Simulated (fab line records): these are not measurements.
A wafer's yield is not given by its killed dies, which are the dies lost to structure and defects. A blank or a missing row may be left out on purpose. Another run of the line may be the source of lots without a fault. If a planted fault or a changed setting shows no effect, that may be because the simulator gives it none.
Problem report, 8D (eight disciplines) form, completed by code    flow sfqLine    the parts of the form that need people (team, actions taken, sign-off) are left out

## 1. THE PROBLEM
At SFQ_TRILAYER_R5_ETCH_METAL_ETCH_139, oesProductAu averages 0.919 a.u. over 4 wafers from 2 lots, while fault-free wafers read 0.986 a.u., standard deviation 0.009. That is -7.4 standard deviations from the usual mean.
The step: etches the open film in Cl2, stops on SiO2, target depth 60 nm, time 40 s.
First observed at day 57 19:29: wafer L322.3, on rieMetal-01. Wafers with a number at this step in the record: 42, from 14 lots. The rule behind "out" and "out of limits": a value lying over 4 standard deviations away from the usual mean. All remaining wafers that have a number are taken as sound.

## 2. WHAT IT IS AND WHAT IT IS NOT
question                     is                              is not
which readings at this step  oesProductAu                    drypumpMotorCurrentA, rfFwdPowerW
which lots                   L322, L323                      L300, L301, L302, L303, L304, L306, L309, L311, L313, L314, L315, L320
which wafers of those lots   L322.3, L322.6, L323.3, L323.6  L322.4, L323.4
read on which tools          rieMetal-01                     rieMetal-02, rieMetal-04
when                         from day 57 19:29               up to then (37 sound wafers); but 1 sound wafer of L323 came after

## 3. WHAT RULES OUT EACH SUSPECT
Counting: any tool at a process step up to the reading remains a suspect provided it ran every lot that is out. Sound lots after the first of them don't rule it out here, since some wafers of a struck lot are sound.
- rieMetal-01 at SFQ_TRILAYER_R5_ETCH_METAL_ETCH_139 (etches the open film in Cl2, stops on SiO2, target depth 60 nm, time 40 s): kept. Every lot that is out went through it, the first being L322 (day 57 19:29); the last sound lot it ran before that was L320 (day 57 13:28). Out on those wafers are its own readings of oesProductAu.
Left after counting: rieMetal-01 at SFQ_TRILAYER_R5_ETCH_METAL_ETCH_139.

## 4. THE CAUSE (what the simulator had put in)
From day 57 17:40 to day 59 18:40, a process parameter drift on rieMetal-01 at SFQ_TRILAYER_R5_ETCH_METAL_ETCH_139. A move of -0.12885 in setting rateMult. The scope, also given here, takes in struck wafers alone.
The count eliminated every tool but this one.

## 5. THE EFFECT CHAIN, in route order
Each row: a reading where the mean over the struck wafers with a number is more than 3 standard deviations away from the usual. Only readings whose record carries a usual standard deviation are examined. hours: median over the lots of the time between each lot's start at the first step of this table that gives one and its start at this step. sigmas: the change, counted in usual standard deviations.
hours  step                                 reading       usual       on struck wafers  change  sigmas
0      SFQ_TRILAYER_R5_ETCH_METAL_ETCH_139  oesProductAu  0.986 a.u.  0.919             -0.067  -7.4
Its process steps:
- SFQ_TRILAYER_R5_ETCH_METAL_ETCH_139: etches the open film in Cl2, stops on SiO2, target depth 60 nm, time 40 s.

## 6. HOW IT WOULD HAVE BEEN CAUGHT EARLIER
First out-of-limits reading in this record: day 57 19:29, which is 2 hours after fault onset at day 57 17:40.
